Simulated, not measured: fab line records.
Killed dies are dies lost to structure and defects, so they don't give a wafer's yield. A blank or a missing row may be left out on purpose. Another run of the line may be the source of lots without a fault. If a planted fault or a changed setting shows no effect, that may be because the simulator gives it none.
Chamber matching ; flow gf180mcu ; GF_V4_CVD_02 on pecvd-02 has 3 sister chambers
The step deposits SiO2 from TEOS, target thk 850 nm, time 94.851 s. 3 wafers are shown with their chamber, then 7 later ones without.

WAFERS, EACH WITH ITS CHAMBER
wafer;chamber;heater-power-outer-w (W)
L132.6;1;361
L133.3;0;301
L133.4;2;508

WAFERS WHOSE CHAMBER IS MISSING
wafer;heater-power-outer-w (W)
L133.6;423
L134.1;515
L134.2;420
L134.4;410
L137.2;419
L137.4;465
L137.6;457

WHICH CHAMBER EACH ONE RAN IN
wafer;from the rows above;in truth
L133.6;can't be placed: 1 or 2 or 0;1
L134.1;2;2
L134.2;can't be placed: 1 or 2 or 0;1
L134.4;can't be placed: 1 or 2 or 0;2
L137.2;can't be placed: 1 or 2 or 0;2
L137.4;can't be placed: 2 or 1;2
L137.6;can't be placed: 2 or 1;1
Correct placement for 1 of the 7. Can't be placed from these rows: 6 (the true chamber is among the candidates in 6). 0 placed wrongly.
How it was worked out, from the rows above alone: a wafer's distance from a chamber is the root of the sum, over the readings, of the square of ((its reading less the chamber's mean) divided by the reading's scatter). If the next closest chamber is less than 2 further off than the closest, the wafer can't be placed; otherwise it belongs to the closest. The mean given for a chamber averages the wafers shown for that chamber. The scatter (one wafer shown for each chamber): square how far every hidden wafer sits from the nearest shown wafer, average those squares and take the square root.
